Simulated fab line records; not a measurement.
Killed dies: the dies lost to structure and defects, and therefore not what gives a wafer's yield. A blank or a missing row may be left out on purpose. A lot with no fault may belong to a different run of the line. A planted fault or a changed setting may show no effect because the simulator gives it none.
Which tool did it? || flow sky130 || Sampling: 24 lots, 72 wafers, 6 of 708 route steps

WHAT EACH GAUGE READ, for each wafer
SKY_VT_ADJUST_HVTP_TW_MEAS_11.
{"lot": "L074", "measured": "day 6 13:47", "on": "filmMetro-03", "VT_ADJUST_HVTP_TW": "1339 1343 1337"}
{"lot": "L075", "measured": "day 6 14:37", "on": "filmMetro-03", "VT_ADJUST_HVTP_TW": "1331 1336 1335"}
{"lot": "L076", "measured": "day 6 22:14", "on": "filmMetro-03", "VT_ADJUST_HVTP_TW": "1336 1345 1345"}
{"lot": "L077", "measured": "day 6 22:32", "on": "filmMetro-02", "VT_ADJUST_HVTP_TW": "1356 1351 1351"}
{"lot": "L078", "measured": "day 7 06:43", "on": "filmMetro-01", "VT_ADJUST_HVTP_TW": "1348 1351 1353"}
{"lot": "L079", "measured": "day 7 11:11", "on": "filmMetro-03", "VT_ADJUST_HVTP_TW": "1358 1354 1348"}
{"lot": "L081", "measured": "day 7 22:41", "on": "filmMetro-02", "VT_ADJUST_HVTP_TW": "1344 1342 1350"}
{"lot": "L080", "measured": "day 8 00:38", "on": "filmMetro-02", "VT_ADJUST_HVTP_TW": "1336 1343 1348"}
{"lot": "L082", "measured": "day 8 05:31", "on": "filmMetro-03", "VT_ADJUST_HVTP_TW": "1349 1353 1351"}
{"lot": "L083", "measured": "day 8 14:03", "on": "filmMetro-03", "VT_ADJUST_HVTP_TW": "1346 1358 1347"}
{"lot": "L084", "measured": "day 8 19:45", "on": "filmMetro-03", "VT_ADJUST_HVTP_TW": "1355 1342 1350"}
{"lot": "L085", "measured": "day 9 01:26", "on": "filmMetro-01", "VT_ADJUST_HVTP_TW": "1345 1343 1339"}
{"lot": "L086", "measured": "day 9 09:05", "on": "filmMetro-01", "VT_ADJUST_HVTP_TW": "1349 1342 1347"}
{"lot": "L087", "measured": "day 9 13:33", "on": "filmMetro-02", "VT_ADJUST_HVTP_TW": "1349 1349 1349"}
{"lot": "L088", "measured": "day 9 20:08", "on": "filmMetro-03", "VT_ADJUST_HVTP_TW": "1349 1353 1348"}
{"lot": "L089", "measured": "day 10 03:37", "on": "filmMetro-03", "VT_ADJUST_HVTP_TW": "1354 1357 1350"}
{"lot": "L090", "measured": "day 10 10:32", "on": "filmMetro-01", "VT_ADJUST_HVTP_TW": "1349 1350 1350"}
{"lot": "L091", "measured": "day 10 14:45", "on": "filmMetro-03", "VT_ADJUST_HVTP_TW": "1344 1354 1352"}
{"lot": "L092", "measured": "day 10 20:17", "on": "filmMetro-01", "VT_ADJUST_HVTP_TW": "1347 1340 1349"}
{"lot": "L093", "measured": "day 11 03:51", "on": "filmMetro-02", "VT_ADJUST_HVTP_TW": "1345 1343 1349"}
{"lot": "L094", "measured": "day 11 09:26", "on": "filmMetro-03", "VT_ADJUST_HVTP_TW": "1352 1351 1356"}
{"lot": "L095", "measured": "day 11 21:22", "on": "filmMetro-01", "VT_ADJUST_HVTP_TW": "1347 1348 1351"}
{"lot": "L096", "measured": "day 12 00:52", "on": "filmMetro-03", "VT_ADJUST_HVTP_TW": "1343 1350 1347"}
{"lot": "L097", "measured": "day 12 09:08", "on": "filmMetro-03", "VT_ADJUST_HVTP_TW": "1346 1351 1346"}

SKY_VT_ADJUST_PCH_TW_MEAS_10.
{"lot": "L074", "measured": "day 10 22:36", "on": "filmMetro-02", "VT_ADJUST_PCH_TW": "142.0 141.7 142.2"}
{"lot": "L075", "measured": "day 11 00:46", "on": "filmMetro-02", "VT_ADJUST_PCH_TW": "143.3 142.1 141.7"}
{"lot": "L076", "measured": "day 11 10:44", "on": "filmMetro-01", "VT_ADJUST_PCH_TW": "141.6 142.2 142.3"}
{"lot": "L077", "measured": "day 11 11:05", "on": "filmMetro-02", "VT_ADJUST_PCH_TW": "142.8 142.1 142.4"}
{"lot": "L078", "measured": "day 11 21:56", "on": "filmMetro-03", "VT_ADJUST_PCH_TW": "142.4 142.6 142.5"}
{"lot": "L079", "measured": "day 12 01:05", "on": "filmMetro-01", "VT_ADJUST_PCH_TW": "141.0 142.1 140.8"}
{"lot": "L081", "measured": "day 12 15:05", "on": "filmMetro-03", "VT_ADJUST_PCH_TW": "141.3 142.6 141.8"}
{"lot": "L080", "measured": "day 12 16:13", "on": "filmMetro-03", "VT_ADJUST_PCH_TW": "141.7 141.3 141.5"}
{"lot": "L082", "measured": "day 13 00:37", "on": "filmMetro-02", "VT_ADJUST_PCH_TW": "142.6 142.1 141.9"}
{"lot": "L083", "measured": "day 13 10:47", "on": "filmMetro-03", "VT_ADJUST_PCH_TW": "142.4 143.0 143.3"}
{"lot": "L084", "measured": "day 13 17:30", "on": "filmMetro-02", "VT_ADJUST_PCH_TW": "141.3 141.1 141.4"}
{"lot": "L085", "measured": "day 14 01:34", "on": "filmMetro-01", "VT_ADJUST_PCH_TW": "141.6 140.6 141.9"}
{"lot": "L086", "measured": "day 14 07:40", "on": "filmMetro-03", "VT_ADJUST_PCH_TW": "141.7 142.3 142.2"}
{"lot": "L087", "measured": "day 14 16:10", "on": "filmMetro-03", "VT_ADJUST_PCH_TW": "142.8 142.0 141.8"}
{"lot": "L088", "measured": "day 14 19:33", "on": "filmMetro-02", "VT_ADJUST_PCH_TW": "141.9 142.1 141.4"}
{"lot": "L089", "measured": "day 15 07:12", "on": "filmMetro-03", "VT_ADJUST_PCH_TW": "142.3 142.4 142.5"}
{"lot": "L090", "measured": "day 15 16:20", "on": "filmMetro-02", "VT_ADJUST_PCH_TW": "141.9 142.4 142.0"}
{"lot": "L091", "measured": "day 15 19:57", "on": "filmMetro-02", "VT_ADJUST_PCH_TW": "140.8 141.6 142.4"}
{"lot": "L092", "measured": "day 16 02:31", "on": "filmMetro-01", "VT_ADJUST_PCH_TW": "141.5 141.9 142.4"}
{"lot": "L093", "measured": "day 16 11:04", "on": "filmMetro-03", "VT_ADJUST_PCH_TW": "141.4 142.4 141.0"}
{"lot": "L094", "measured": "day 16 19:14", "on": "filmMetro-03", "VT_ADJUST_PCH_TW": "142.0 141.8 141.6"}
{"lot": "L095", "measured": "day 17 07:45", "on": "filmMetro-01", "VT_ADJUST_PCH_TW": "141.5 141.6 141.2"}
{"lot": "L096", "measured": "day 17 13:39", "on": "filmMetro-01", "VT_ADJUST_PCH_TW": "141.1 141.8 140.9"}
{"lot": "L097", "measured": "day 17 23:04", "on": "filmMetro-02", "VT_ADJUST_PCH_TW": "141.5 140.4 140.8"}

SKY_SONOS_ONO_THK_MEAS_01.
{"lot": "L074", "measured": "day 12 01:11", "on": "filmMetro-04", "SONOS_ONO_OXIDATION_THK (nm)": "2.60 2.60 2.67"}
{"lot": "L075", "measured": "day 12 03:02", "on": "filmMetro-01", "SONOS_ONO_OXIDATION_THK (nm)": "2.71 2.65 2.65"}
{"lot": "L076", "measured": "day 12 13:59", "on": "filmMetro-04", "SONOS_ONO_OXIDATION_THK (nm)": "2.51 2.50 2.50"}
{"lot": "L077", "measured": "day 12 13:59", "on": "filmMetro-02", "SONOS_ONO_OXIDATION_THK (nm)": "2.55 2.57 2.58"}
{"lot": "L078", "measured": "day 13 00:53", "on": "filmMetro-04", "SONOS_ONO_OXIDATION_THK (nm)": "2.62 2.61 2.56"}
{"lot": "L079", "measured": "day 13 03:46", "on": "filmMetro-01", "SONOS_ONO_OXIDATION_THK (nm)": "2.56 2.60 2.59"}
{"lot": "L081", "measured": "day 13 17:03", "on": "filmMetro-04", "SONOS_ONO_OXIDATION_THK (nm)": "2.68 2.66 2.68"}
{"lot": "L080", "measured": "day 13 22:41", "on": "filmMetro-04", "SONOS_ONO_OXIDATION_THK (nm)": "2.55 2.62 2.65"}
{"lot": "L082", "measured": "day 14 05:02", "on": "filmMetro-02", "SONOS_ONO_OXIDATION_THK (nm)": "2.66 2.68 2.67"}
{"lot": "L083", "measured": "day 14 19:16", "on": "filmMetro-02", "SONOS_ONO_OXIDATION_THK (nm)": "2.64 2.58 2.63"}
{"lot": "L084", "measured": "day 15 02:11", "on": "filmMetro-01", "SONOS_ONO_OXIDATION_THK (nm)": "2.65 2.70 2.67"}
{"lot": "L085", "measured": "day 15 10:32", "on": "filmMetro-04", "SONOS_ONO_OXIDATION_THK (nm)": "2.67 2.71 2.73"}
{"lot": "L086", "measured": "day 15 14:55", "on": "filmMetro-04", "SONOS_ONO_OXIDATION_THK (nm)": "2.66 2.75 2.62"}
{"lot": "L087", "measured": "day 15 21:13", "on": "filmMetro-04", "SONOS_ONO_OXIDATION_THK (nm)": "2.65 2.61 2.66"}
{"lot": "L088", "measured": "day 15 23:43", "on": "filmMetro-01", "SONOS_ONO_OXIDATION_THK (nm)": "2.65 2.69 2.64"}
{"lot": "L089", "measured": "day 16 13:20", "on": "filmMetro-04", "SONOS_ONO_OXIDATION_THK (nm)": "2.53 2.56 2.52"}
{"lot": "L090", "measured": "day 16 22:29", "on": "filmMetro-02", "SONOS_ONO_OXIDATION_THK (nm)": "2.61 2.56 2.54"}
{"lot": "L091", "measured": "day 17 02:11", "on": "filmMetro-04", "SONOS_ONO_OXIDATION_THK (nm)": "2.63 2.67 2.73"}
{"lot": "L092", "measured": "day 17 09:11", "on": "filmMetro-01", "SONOS_ONO_OXIDATION_THK (nm)": "2.60 2.64 2.52"}
{"lot": "L093", "measured": "day 17 17:40", "on": "filmMetro-01", "SONOS_ONO_OXIDATION_THK (nm)": "2.62 2.59 2.60"}
{"lot": "L094", "measured": "day 18 02:48", "on": "filmMetro-04", "SONOS_ONO_OXIDATION_THK (nm)": "2.55 2.59 2.60"}
{"lot": "L095", "measured": "day 18 17:48", "on": "filmMetro-01", "SONOS_ONO_OXIDATION_THK (nm)": "2.54 2.57 2.59"}
{"lot": "L096", "measured": "day 18 23:23", "on": "filmMetro-04", "SONOS_ONO_OXIDATION_THK (nm)": "2.60 2.68 2.49"}
{"lot": "L097", "measured": "day 19 07:18", "on": "filmMetro-01", "SONOS_ONO_OXIDATION_THK (nm)": "2.59 2.55 2.62"}

SKY_SD_N_TW_MEAS_12.
{"lot": "L074", "measured": "day 28 12:48", "on": "filmMetro-02", "SD_N_TW": "3928 3914 3918"}
{"lot": "L075", "measured": "day 28 14:58", "on": "filmMetro-02", "SD_N_TW": "3939 3929 3918"}
{"lot": "L076", "measured": "day 29 13:35", "on": "filmMetro-01", "SD_N_TW": "3951 3919 3936"}
{"lot": "L077", "measured": "day 29 11:40", "on": "filmMetro-01", "SD_N_TW": "3929 3927 3913"}
{"lot": "L078", "measured": "day 29 20:59", "on": "filmMetro-01", "SD_N_TW": "3935 3924 3923"}
{"lot": "L079", "measured": "day 29 22:32", "on": "filmMetro-01", "SD_N_TW": "3925 3913 3910"}
{"lot": "L081", "measured": "day 30 08:05", "on": "filmMetro-03", "SD_N_TW": "3967 3964 3974"}
{"lot": "L080", "measured": "day 30 12:22", "on": "filmMetro-01", "SD_N_TW": "3904 3912 3899"}
{"lot": "L082", "measured": "day 30 20:39", "on": "filmMetro-02", "SD_N_TW": "3898 3917 3904"}
{"lot": "L083", "measured": "day 31 08:15", "on": "filmMetro-02", "SD_N_TW": "3947 3935 3941"}
{"lot": "L084", "measured": "day 31 16:48", "on": "filmMetro-03", "SD_N_TW": "3937 3947 3946"}
{"lot": "L085", "measured": "day 31 21:34", "on": "filmMetro-03", "SD_N_TW": "3921 3934 3919"}
{"lot": "L086", "measured": "day 32 03:46", "on": "filmMetro-02", "SD_N_TW": "3940 3948 3938"}
{"lot": "L087", "measured": "day 32 13:46", "on": "filmMetro-02", "SD_N_TW": "3939 3919 3934"}
{"lot": "L088", "measured": "day 32 20:27", "on": "filmMetro-03", "SD_N_TW": "3955 3952 3945"}
{"lot": "L089", "measured": "day 33 02:56", "on": "filmMetro-03", "SD_N_TW": "3962 3967 3963"}
{"lot": "L090", "measured": "day 33 15:01", "on": "filmMetro-02", "SD_N_TW": "3919 3955 3924"}
{"lot": "L091", "measured": "day 33 14:40", "on": "filmMetro-02", "SD_N_TW": "3935 3960 3945"}
{"lot": "L092", "measured": "day 33 22:39", "on": "filmMetro-01", "SD_N_TW": "3870 3896 3883"}
{"lot": "L093", "measured": "day 34 08:19", "on": "filmMetro-03", "SD_N_TW": "3972 3950 3956"}
{"lot": "L094", "measured": "day 34 09:58", "on": "filmMetro-01", "SD_N_TW": "3914 3916 3928"}
{"lot": "L095", "measured": "day 35 00:18", "on": "filmMetro-02", "SD_N_TW": "3940 3937 3964"}
{"lot": "L096", "measured": "day 35 07:25", "on": "filmMetro-02", "SD_N_TW": "3932 3944 3951"}
{"lot": "L097", "measured": "day 35 12:21", "on": "filmMetro-02", "SD_N_TW": "3924 3951 3934"}

SKY_CONTACT_THK_MEAS_03.
{"lot": "L074", "measured": "day 31 00:31", "on": "filmMetro-02", "CONTACT_HDPCVD_THK (nm)": "573 566 572"}
{"lot": "L075", "measured": "day 31 03:35", "on": "filmMetro-01", "CONTACT_HDPCVD_THK (nm)": "560 574 566"}
{"lot": "L076", "measured": "day 32 01:35", "on": "filmMetro-02", "CONTACT_HDPCVD_THK (nm)": "577 565 559"}
{"lot": "L077", "measured": "day 31 23:49", "on": "filmMetro-04", "CONTACT_HDPCVD_THK (nm)": "561 552 558"}
{"lot": "L078", "measured": "day 32 08:13", "on": "filmMetro-01", "CONTACT_HDPCVD_THK (nm)": "564 558 560"}
{"lot": "L079", "measured": "day 32 10:10", "on": "filmMetro-02", "CONTACT_HDPCVD_THK (nm)": "569 570 567"}
{"lot": "L081", "measured": "day 32 19:53", "on": "filmMetro-01", "CONTACT_HDPCVD_THK (nm)": "577 564 566"}
{"lot": "L080", "measured": "day 32 23:22", "on": "filmMetro-02", "CONTACT_HDPCVD_THK (nm)": "553 565 563"}
{"lot": "L082", "measured": "day 33 07:17", "on": "filmMetro-01", "CONTACT_HDPCVD_THK (nm)": "562 562 562"}
{"lot": "L083", "measured": "day 33 17:59", "on": "filmMetro-02", "CONTACT_HDPCVD_THK (nm)": "566 555 559"}
{"lot": "L084", "measured": "day 34 02:41", "on": "filmMetro-02", "CONTACT_HDPCVD_THK (nm)": "563 569 572"}
{"lot": "L085", "measured": "day 34 07:43", "on": "filmMetro-04", "CONTACT_HDPCVD_THK (nm)": "563 555 557"}
{"lot": "L086", "measured": "day 34 13:40", "on": "filmMetro-04", "CONTACT_HDPCVD_THK (nm)": "560 567 561"}
{"lot": "L087", "measured": "day 34 22:36", "on": "filmMetro-01", "CONTACT_HDPCVD_THK (nm)": "571 574 568"}
{"lot": "L088", "measured": "day 35 05:10", "on": "filmMetro-04", "CONTACT_HDPCVD_THK (nm)": "566 559 559"}
{"lot": "L089", "measured": "day 35 11:22", "on": "filmMetro-02", "CONTACT_HDPCVD_THK (nm)": "580 566 570"}
{"lot": "L090", "measured": "day 35 22:58", "on": "filmMetro-01", "CONTACT_HDPCVD_THK (nm)": "569 569 563"}
{"lot": "L091", "measured": "day 35 22:42", "on": "filmMetro-02", "CONTACT_HDPCVD_THK (nm)": "564 560 568"}
{"lot": "L092", "measured": "day 36 06:44", "on": "filmMetro-02", "CONTACT_HDPCVD_THK (nm)": "556 575 561"}
{"lot": "L093", "measured": "day 36 16:41", "on": "filmMetro-04", "CONTACT_HDPCVD_THK (nm)": "577 573 569"}
{"lot": "L094", "measured": "day 36 18:11", "on": "filmMetro-04", "CONTACT_HDPCVD_THK (nm)": "576 575 576"}
{"lot": "L095", "measured": "day 37 08:01", "on": "filmMetro-04", "CONTACT_HDPCVD_THK (nm)": "565 564 567"}
{"lot": "L096", "measured": "day 37 16:08", "on": "filmMetro-01", "CONTACT_HDPCVD_THK (nm)": "559 564 556"}
{"lot": "L097", "measured": "day 37 21:14", "on": "filmMetro-04", "CONTACT_HDPCVD_THK (nm)": "562 566 562"}

WHAT TOOL EACH LOT RAN ON (gives the tool, then ch and the chambers of the sampled wafers, and finally the start)
{"lot": "L074", "SKY_DNWELL_STRIP_08": "plasmaAsher-04 ch 0, day 3 14:21"}
{"lot": "L075", "SKY_DNWELL_STRIP_08": "plasmaAsher-01 ch 0, day 3 14:42"}
{"lot": "L076", "SKY_DNWELL_STRIP_08": "plasmaAsher-01 ch 0,1, day 3 21:10"}
{"lot": "L077", "SKY_DNWELL_STRIP_08": "plasmaAsher-03 ch 1, day 3 21:33"}
{"lot": "L078", "SKY_DNWELL_STRIP_08": "plasmaAsher-01 ch 0, day 4 03:26"}
{"lot": "L079", "SKY_DNWELL_STRIP_08": "plasmaAsher-04 ch 0,1, day 4 07:57"}
{"lot": "L081", "SKY_DNWELL_STRIP_08": "plasmaAsher-01 ch 0,1, day 4 17:36"}
{"lot": "L080", "SKY_DNWELL_STRIP_08": "plasmaAsher-01 ch 0,1, day 4 19:49"}
{"lot": "L082", "SKY_DNWELL_STRIP_08": "plasmaAsher-01 ch 0,1, day 5 00:05"}
{"lot": "L083", "SKY_DNWELL_STRIP_08": "plasmaAsher-01 ch 0,1, day 5 06:39"}
{"lot": "L084", "SKY_DNWELL_STRIP_08": "plasmaAsher-01 ch 0,1, day 5 11:10"}
{"lot": "L085", "SKY_DNWELL_STRIP_08": "plasmaAsher-01 ch 0,1, day 5 16:54"}
{"lot": "L086", "SKY_DNWELL_STRIP_08": "plasmaAsher-04 ch 0,1, day 5 23:01"}
{"lot": "L087", "SKY_DNWELL_STRIP_08": "plasmaAsher-01 ch 0,1, day 6 03:02"}
{"lot": "L088", "SKY_DNWELL_STRIP_08": "plasmaAsher-03 ch 0,1, day 6 08:06"}
{"lot": "L089", "SKY_DNWELL_STRIP_08": "plasmaAsher-04 ch 0,1, day 6 14:47"}
{"lot": "L090", "SKY_DNWELL_STRIP_08": "plasmaAsher-04 ch 0,1, day 6 19:30"}
{"lot": "L091", "SKY_DNWELL_STRIP_08": "plasmaAsher-01 ch 0,1, day 7 00:24"}
{"lot": "L092", "SKY_DNWELL_STRIP_08": "plasmaAsher-03 ch 0,1, day 7 04:41"}
{"lot": "L093", "SKY_DNWELL_STRIP_08": "plasmaAsher-04 ch 0,1, day 7 11:21"}
{"lot": "L094", "SKY_DNWELL_STRIP_08": "plasmaAsher-03 ch 1, day 7 16:26"}
{"lot": "L095", "SKY_DNWELL_STRIP_08": "plasmaAsher-01 ch 0,1, day 8 01:59"}
{"lot": "L096", "SKY_DNWELL_STRIP_08": "plasmaAsher-04 ch 0,1, day 8 05:37"}
{"lot": "L097", "SKY_DNWELL_STRIP_08": "plasmaAsher-03 ch 0,1, day 8 11:58"}
- SKY_DNWELL_STRIP_08: strips in O2/N2.

AS READ BY THE TOOLS THEMSELVES (means over the sampled wafers that have a number; for cases with no such wafer, the mark the record gives instead)
SKY_DNWELL_STRIP_08.
{"lot": "L074", "tool": "plasmaAsher-04", "drypumpMotorCurrentA (A)": 5.5, "oesProductAu (a.u.)": 0.719, "stripTimeToEndpointS (s)": 36.97}
{"lot": "L075", "tool": "plasmaAsher-01", "drypumpMotorCurrentA (A)": 5.4, "oesProductAu (a.u.)": 0.725, "stripTimeToEndpointS (s)": 36.99}
{"lot": "L076", "tool": "plasmaAsher-01", "drypumpMotorCurrentA (A)": 5.3, "oesProductAu (a.u.)": 0.720, "stripTimeToEndpointS (s)": 36.83}
{"lot": "L077", "tool": "plasmaAsher-03", "drypumpMotorCurrentA (A)": 6.2, "oesProductAu (a.u.)": 0.723, "stripTimeToEndpointS (s)": 37.02}
{"lot": "L078", "tool": "plasmaAsher-01", "drypumpMotorCurrentA (A)": 5.4, "oesProductAu (a.u.)": 0.724, "stripTimeToEndpointS (s)": 36.98}
{"lot": "L079", "tool": "plasmaAsher-04", "drypumpMotorCurrentA (A)": 5.1, "oesProductAu (a.u.)": 0.720, "stripTimeToEndpointS (s)": 36.91}
{"lot": "L081", "tool": "plasmaAsher-01", "drypumpMotorCurrentA (A)": 5.4, "oesProductAu (a.u.)": 0.721, "stripTimeToEndpointS (s)": 36.89}
{"lot": "L080", "tool": "plasmaAsher-01", "drypumpMotorCurrentA (A)": 5.3, "oesProductAu (a.u.)": 0.718, "stripTimeToEndpointS (s)": 36.83}
{"lot": "L082", "tool": "plasmaAsher-01", "drypumpMotorCurrentA (A)": 5.4, "oesProductAu (a.u.)": 0.724, "stripTimeToEndpointS (s)": 37.13}
{"lot": "L083", "tool": "plasmaAsher-01", "drypumpMotorCurrentA (A)": 5.4, "oesProductAu (a.u.)": 0.725, "stripTimeToEndpointS (s)": 37.07}
{"lot": "L084", "tool": "plasmaAsher-01", "drypumpMotorCurrentA (A)": 5.4, "oesProductAu (a.u.)": 0.725, "stripTimeToEndpointS (s)": 36.97}
{"lot": "L085", "tool": "plasmaAsher-01", "drypumpMotorCurrentA (A)": 5.4, "oesProductAu (a.u.)": 0.720, "stripTimeToEndpointS (s)": 37.06}
{"lot": "L086", "tool": "plasmaAsher-04", "drypumpMotorCurrentA (A)": 5.1, "oesProductAu (a.u.)": 0.722, "stripTimeToEndpointS (s)": 36.94}
{"lot": "L087", "tool": "plasmaAsher-01", "drypumpMotorCurrentA (A)": 5.4, "oesProductAu (a.u.)": 0.720, "stripTimeToEndpointS (s)": 36.92}
{"lot": "L088", "tool": "plasmaAsher-03", "drypumpMotorCurrentA (A)": 5.6, "oesProductAu (a.u.)": 0.726, "stripTimeToEndpointS (s)": 36.68}
{"lot": "L089", "tool": "plasmaAsher-04", "drypumpMotorCurrentA (A)": 5.1, "oesProductAu (a.u.)": 0.725, "stripTimeToEndpointS (s)": 36.70}
{"lot": "L090", "tool": "plasmaAsher-04", "drypumpMotorCurrentA (A)": 5.1, "oesProductAu (a.u.)": 0.722, "stripTimeToEndpointS (s)": 37.05}
{"lot": "L091", "tool": "plasmaAsher-01", "drypumpMotorCurrentA (A)": 5.4, "oesProductAu (a.u.)": 0.724, "stripTimeToEndpointS (s)": 37.06}
{"lot": "L092", "tool": "plasmaAsher-03", "drypumpMotorCurrentA (A)": 5.6, "oesProductAu (a.u.)": 0.721, "stripTimeToEndpointS (s)": 36.87}
{"lot": "L093", "tool": "plasmaAsher-04", "drypumpMotorCurrentA (A)": 5.3, "oesProductAu (a.u.)": 0.722, "stripTimeToEndpointS (s)": 36.94}
{"lot": "L094", "tool": "plasmaAsher-03", "drypumpMotorCurrentA (A)": 6.2, "oesProductAu (a.u.)": 0.722, "stripTimeToEndpointS (s)": 36.92}
{"lot": "L095", "tool": "plasmaAsher-01", "drypumpMotorCurrentA (A)": 5.3, "oesProductAu (a.u.)": 0.724, "stripTimeToEndpointS (s)": 36.89}
{"lot": "L096", "tool": "plasmaAsher-04", "drypumpMotorCurrentA (A)": 5.3, "oesProductAu (a.u.)": 0.721, "stripTimeToEndpointS (s)": 36.82}
{"lot": "L097", "tool": "plasmaAsher-03", "drypumpMotorCurrentA (A)": 5.9, "oesProductAu (a.u.)": 0.724, "stripTimeToEndpointS (s)": 36.87}

THE ANSWER, worked out from the rows above alone
Rule: the usual values come from the lots themselves. The widest of any qualifying gaps counts: lots, ordered by their means at a reading, are off when they make up no more than a third of the lots, leave a main group of 4 or more, and stand apart from it by 3 or more times the standard deviation of that group's means. If all means in a main group match to the digits the tables above print for the reading, that group is not used. A lot without any number at a reading at which 4 lots or more have one is off too. Any other lot the step has rows for is counted as sound. The gauges are gone through in route order, then the tools' own readings, and for those a lot's mean is taken as printed above. At the first step where some lot is off, the reading lying furthest off is the one used; lots without a number count as furthest.
Across all readings shown, no lot is off: no conclusion can be drawn from this.

WHAT WAS PUT IN BY THE SIMULATOR
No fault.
